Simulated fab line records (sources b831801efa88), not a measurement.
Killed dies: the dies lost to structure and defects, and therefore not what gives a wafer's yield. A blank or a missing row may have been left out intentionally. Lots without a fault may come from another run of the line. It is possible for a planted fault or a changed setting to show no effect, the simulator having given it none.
Which tool was responsible? -- flow sky130 -- 24 lots with 72 wafers sampled at 6 steps, on a route of 708 steps

== WHAT THE GAUGES SHOWED, per wafer ==
SKY_LDD_P_CD_MEAS_07 targets a cd of 380 nm.
lot,measured,on,cd_nm (nm)
L074,day 19 03:35,cd_sem-02,381.0 383.4 379.9
L075,day 19 18:34,cd_sem-02,378.3 377.1 379.3
L076,day 19 19:18,cd_sem-01,377.6 379.5 378.4
L077,day 20 09:43,cd_sem-02,378.9 377.9 377.8
L078,day 20 10:01,cd_sem-01,380.6 380.5 378.2
L079,day 20 19:12,cd_sem-01,382.1 380.7 383.0
L080,day 21 05:39,cd_sem-01,378.8 379.7 380.5
L081,day 21 13:01,cd_sem-02,379.6 379.9 379.4
L082,day 21 19:43,cd_sem-01,381.3 379.2 380.0
L083,day 22 10:47,cd_sem-02,383.8 384.8 383.1
L084,day 22 23:37,cd_sem-02,378.4 380.7 380.2
L085,day 23 01:40,cd_sem-01,379.6 378.6 381.9
L086,day 23 19:43,cd_sem-01,381.4 380.4 380.3
L087,day 24 05:16,cd_sem-02,382.0 380.9 381.4
L088,day 24 09:12,cd_sem-01,382.6 383.7 382.1
L091,day 25 00:58,cd_sem-01,381.5 382.3 382.0
L090,day 25 01:44,cd_sem-01,377.5 375.8 377.4
L089,day 25 02:57,cd_sem-01,377.2 378.5 382.0
L092,day 26 11:14,cd_sem-01,379.5 379.0 378.4
L093,day 26 13:58,cd_sem-02,378.4 380.0 377.0
L094,day 26 14:16,cd_sem-01,383.0 384.6 381.9
L095,day 26 15:17,cd_sem-02,379.1 378.9 377.3
L096,day 26 20:34,cd_sem-02,381.8 382.1 383.3
L097,day 27 00:30,cd_sem-01,379.6 377.3 379.1

SKY_LI_CONTACT_RS_MEAS_22: uses a four-point probe to measure.
lot,measured,on,LI_CONTACT_W_RS (ohm/sq)
L074,day 29 06:31,film_metro-01,0.288 0.290 0.284
L075,day 29 16:40,film_metro-02,0.284 0.281 0.277
L076,day 29 20:38,film_metro-01,0.292 0.283 0.284
L077,day 30 07:07,film_metro-03,0.289 0.279 0.288
L078,day 30 09:16,film_metro-03,0.289 0.283 0.284
L079,day 30 16:53,film_metro-03,0.279 0.278 0.285
L080,day 31 03:25,film_metro-03,0.290 0.288 0.294
L081,day 31 08:57,film_metro-03,0.278 0.279 0.279
L082,day 31 14:53,film_metro-03,0.285 0.290 0.283
L083,day 32 02:37,film_metro-01,0.282 0.286 0.286
L084,day 32 13:43,film_metro-02,0.282 0.292 0.282
L085,day 32 19:01,film_metro-01,0.281 0.280 0.284
L086,day 33 08:18,film_metro-03,0.283 0.286 0.293
L087,day 33 15:45,film_metro-02,0.281 0.283 0.280
L088,day 33 20:41,film_metro-03,0.276 0.282 0.280
L091,day 34 12:40,film_metro-03,0.283 0.294 0.290
L090,day 34 13:11,film_metro-03,0.280 0.276 0.280
L089,day 34 14:32,film_metro-03,0.287 0.283 0.283
L092,day 35 20:31,film_metro-02,0.280 0.280 0.289
L093,day 35 20:58,film_metro-01,0.289 0.289 0.283
L094,day 35 21:37,film_metro-01,0.292 0.277 0.287
L095,day 35 22:17,film_metro-01,0.283 0.283 0.293
L096,day 35 22:53,film_metro-02,0.291 0.282 0.290
L097,day 36 07:40,film_metro-03,0.286 0.297 0.287

SKY_LOCAL_INTERCONNECT_CD_MEAS_11 targets a cd of 170 nm.
lot,measured,on,cd_nm (nm)
L074,day 30 11:18,cd_sem-02,168.9 168.8 168.8
L075,day 30 20:38,cd_sem-02,169.5 168.7 169.3
L076,day 31 01:38,cd_sem-01,171.5 171.7 170.9
L077,day 31 11:35,cd_sem-02,168.3 168.9 170.0
L078,day 31 13:55,cd_sem-02,168.5 169.1 168.4
L079,day 31 21:18,cd_sem-01,169.7 170.6 170.9
L080,day 32 06:28,cd_sem-01,169.0 168.8 168.0
L081,day 32 13:14,cd_sem-02,169.4 171.1 169.6
L082,day 32 18:39,cd_sem-01,167.9 166.3 169.1
L083,day 33 05:56,cd_sem-02,170.1 171.8 170.9
L084,day 33 16:11,cd_sem-02,170.3 169.9 171.6
L085,day 33 22:11,cd_sem-02,171.0 170.0 171.8
L086,day 34 11:44,cd_sem-01,168.2 168.9 168.5
L087,day 34 17:46,cd_sem-02,169.5 169.4 169.2
L088,day 34 23:09,cd_sem-01,169.0 168.9 170.9
L091,day 35 16:25,cd_sem-01,170.3 170.6 171.7
L090,day 35 16:29,cd_sem-02,170.7 170.8 169.8
L089,day 35 18:11,cd_sem-01,171.1 170.3 171.3
L092,day 36 23:38,cd_sem-02,167.6 166.0 167.9
L093,day 36 23:59,cd_sem-02,170.0 170.5 170.5
L094,day 37 00:49,cd_sem-02,169.0 170.0 169.7
L095,day 37 01:11,cd_sem-01,170.3 169.7 170.2
L096,day 37 02:02,cd_sem-02,168.4 169.4 169.2
L097,day 37 10:38,cd_sem-02,167.5 168.3 169.1

SKY_METAL1_OVL_MEAS_16.
lot,measured,on,METAL1_OVL (nm)
L074,day 32 22:10,overlay-01,9 11 15
L075,day 33 06:12,overlay-02,10 4 9
L076,day 33 11:17,overlay-01,2 6 7
L077,day 33 20:12,overlay-02,10 3 -1
L078,day 33 22:39,overlay-01,5 1 3
L079,day 34 05:16,overlay-02,10 -3 2
L080,day 34 14:09,overlay-01,13 8 3
L081,day 34 20:26,overlay-02,6 6 13
L082,day 35 03:26,overlay-02,0 3 7
L083,day 35 13:51,overlay-01,0 -3 3
L084,day 35 23:23,overlay-01,5 3 2
L085,day 36 06:32,overlay-02,8 9 2
L086,day 36 19:44,overlay-02,-4 5 1
L087,day 37 02:08,overlay-02,-5 2 -3
L088,day 37 06:44,overlay-02,8 -1 3
L091,day 38 01:02,overlay-02,5 6 8
L090,day 38 01:24,overlay-02,2 -3 13
L089,day 38 02:38,overlay-01,1 2 1
L092,day 39 06:24,overlay-02,6 -1 -4
L093,day 39 07:42,overlay-02,-7 -6 -4
L094,day 39 08:40,overlay-02,-4 0 -5
L095,day 39 09:04,overlay-02,5 2 6
L096,day 39 09:36,overlay-01,8 10 8
L097,day 39 16:40,overlay-02,-3 -6 6

== WHAT TOOL EACH LOT RAN ON (gives the tool, then ch and the chambers of the sampled wafers, and finally the start) ==
lot,SKY_GATE_OXIDE_STRIP_13,SKY_POLY_GATE_STRIP_18
L074,"plasma_asher-04 ch 0,1, day 13 15:57","plasma_asher-03 ch 0,1, day 16 11:28"
L075,"plasma_asher-03 ch 0,1, day 14 06:27","plasma_asher-01 ch 0,1, day 17 00:46"
L076,"plasma_asher-04 ch 0,1, day 14 07:40","plasma_asher-02 ch 1, day 17 01:01"
L077,"plasma_asher-04 ch 0,1, day 14 22:13","plasma_asher-02 ch 0,1, day 17 11:19"
L078,"plasma_asher-03 ch 0, day 15 06:19","plasma_asher-01 ch 0,1, day 17 19:21"
L079,"plasma_asher-04 ch 0,1, day 15 09:30","plasma_asher-02 ch 0,1, day 17 23:03"
L080,"plasma_asher-02 ch 0,1, day 15 18:23","plasma_asher-03 ch 0,1, day 18 07:38"
L081,"plasma_asher-03 ch 0,1, day 16 03:52","plasma_asher-03 ch 0, day 18 18:49"
L082,"plasma_asher-03 ch 0,1, day 16 10:47","plasma_asher-03 ch 0,1, day 19 03:22"
L083,"plasma_asher-02 ch 0,1, day 16 19:27","plasma_asher-01 ch 0,1, day 19 18:55"
L084,"plasma_asher-02 ch 0,1, day 17 09:46","plasma_asher-01 ch 0,1, day 20 06:51"
L085,"plasma_asher-04 ch 0,1, day 17 12:34","plasma_asher-02 ch 0,1, day 20 09:06"
L086,"plasma_asher-02 ch 0,1, day 18 06:31","plasma_asher-03 ch 0, day 21 04:49"
L087,"plasma_asher-03 ch 0,1, day 18 16:58","plasma_asher-02 ch 0,1, day 21 13:46"
L088,"plasma_asher-03 ch 0,1, day 18 23:58","plasma_asher-01 ch 0,1, day 21 17:55"
L091,"plasma_asher-03 ch 0,1, day 19 14:29","plasma_asher-03 ch 0,1, day 22 09:04"
L090,"plasma_asher-02 ch 0,1, day 19 14:46","plasma_asher-02 ch 0,1, day 22 10:22"
L089,"plasma_asher-04 ch 0,1, day 19 15:05","plasma_asher-02 ch 0,1, day 22 11:54"
L092,"plasma_asher-02 ch 0,1, day 20 06:52","plasma_asher-02 ch 0,1, day 23 22:09"
L093,"plasma_asher-03 ch 0,1, day 20 17:21","plasma_asher-02 ch 0,1, day 24 00:28"
L094,"plasma_asher-03 ch 0,1, day 20 19:05","plasma_asher-01 ch 0,1, day 24 00:47"
L095,"plasma_asher-04 ch 0,1, day 21 05:05","plasma_asher-03 ch 0,1, day 24 00:52"
L096,"plasma_asher-04 ch 0,1, day 21 11:25","plasma_asher-03 ch 0,1, day 24 07:19"
L097,"plasma_asher-04 ch 0,1, day 21 18:26","plasma_asher-03 ch 0,1, day 24 12:14"
- SKY_GATE_OXIDE_STRIP_13: strips in O2/N2.
- SKY_POLY_GATE_STRIP_18: strips in O2/N2.

== AS READ BY THE TOOLS THEMSELVES (means over the sampled wafers that have a number; for cases with no such wafer, the mark the record gives instead) ==
SKY_GATE_OXIDE_STRIP_13.
lot,tool,drypump_motor_current_A (A),n2_flow_sccm (sccm),oes_product_au (a.u.),strip_time_to_endpoint_s (s)
L074,plasma_asher-04,6.0,300.2,0.714,14.13
L075,plasma_asher-03,5.7,299.0,0.716,14.19
L076,plasma_asher-04,6.0,300.3,0.723,14.17
L077,plasma_asher-04,6.3,299.8,0.720,14.21
L078,plasma_asher-03,5.8,298.9,0.716,14.16
L079,plasma_asher-04,6.0,301.4,0.714,14.12
L080,plasma_asher-02,5.9,299.5,0.711,14.20
L081,plasma_asher-03,5.6,300.2,0.715,14.12
L082,plasma_asher-03,5.7,299.5,0.711,14.13
L083,plasma_asher-02,6.4,300.1,0.715,14.21
L084,plasma_asher-02,5.9,299.1,0.714,14.15
L085,plasma_asher-04,6.0,299.8,0.716,14.16
L086,plasma_asher-02,6.4,299.9,0.714,14.16
L087,plasma_asher-03,5.7,299.2,0.715,14.18
L088,plasma_asher-03,5.6,300.2,0.711,14.20
L091,plasma_asher-03,5.7,299.9,0.716,14.11
L090,plasma_asher-02,5.9,299.5,0.711,14.17
L089,plasma_asher-04,6.1,299.2,0.718,14.13
L092,plasma_asher-02,5.9,300.3,0.717,14.21
L093,plasma_asher-03,5.7,300.8,0.712,14.24
L094,plasma_asher-03,5.7,300.8,0.720,14.16
L095,plasma_asher-04,6.0,300.5,0.713,14.22
L096,plasma_asher-04,6.3,299.8,0.714,14.20
L097,plasma_asher-04,6.0,300.8,0.717,14.15

SKY_POLY_GATE_STRIP_18.
lot,tool,drypump_motor_current_A (A),n2_flow_sccm (sccm),oes_product_au (a.u.),strip_time_to_endpoint_s (s)
L074,plasma_asher-03,5.7,300.6,0.358,3.17
L075,plasma_asher-01,5.7,299.7,0.364,3.24
L076,plasma_asher-02,5.5,299.4,0.361,3.17
L077,plasma_asher-02,6.4,299.5,0.358,3.13
L078,plasma_asher-01,5.7,299.6,0.362,3.18
L079,plasma_asher-02,6.4,299.9,0.364,3.17
L080,plasma_asher-03,5.6,299.5,0.366,3.22
L081,plasma_asher-03,5.8,300.5,0.360,3.14
L082,plasma_asher-03,5.7,300.3,0.369,3.27
L083,plasma_asher-01,5.7,299.9,0.358,3.11
L084,plasma_asher-01,5.7,299.6,0.367,3.24
L085,plasma_asher-02,5.9,300.3,0.362,3.17
L086,plasma_asher-03,5.7,300.3,0.361,3.18
L087,plasma_asher-02,5.9,300.6,0.359,3.11
L088,plasma_asher-01,6.1,299.2,0.365,3.22
L091,plasma_asher-03,5.7,299.8,0.359,3.16
L090,plasma_asher-02,6.3,299.9,0.361,3.25
L089,plasma_asher-02,6.4,299.0,0.364,3.18
L092,plasma_asher-02,5.9,300.0,0.362,3.17
L093,plasma_asher-02,5.9,299.2,0.360,3.15
L094,plasma_asher-01,6.1,300.4,0.359,3.17
L095,plasma_asher-03,5.6,300.7,0.361,3.15
L096,plasma_asher-03,5.7,298.8,0.362,3.17
L097,plasma_asher-03,5.6,300.7,0.359,3.17

== THE ANSWER, worked out from the rows above alone ==
Rule: what is usual is taken from the lots themselves. Put in order of their means at a reading, lots are off if they are a third of the lots or fewer, leave a main group of 4 or more, and stand apart from it by a gap of 3 or more times the standard deviation of the main group's means; of several such gaps the widest counts. If all means in a main group match to the digits the tables above print for the reading, that group is not used. A lot without any number at a reading at which 4 lots or more have one is off too. The other lots that the step has rows for count as sound. Order of review: gauges by route order, followed by the tools' own readings, for which a lot's mean as printed above is used. At the first step where some lot is off, the reading lying furthest off is the one used; lots without a number count as furthest.
Nothing can be told from this: no lot is off at any reading shown.

== WHAT THE SIMULATOR PUT IN ==
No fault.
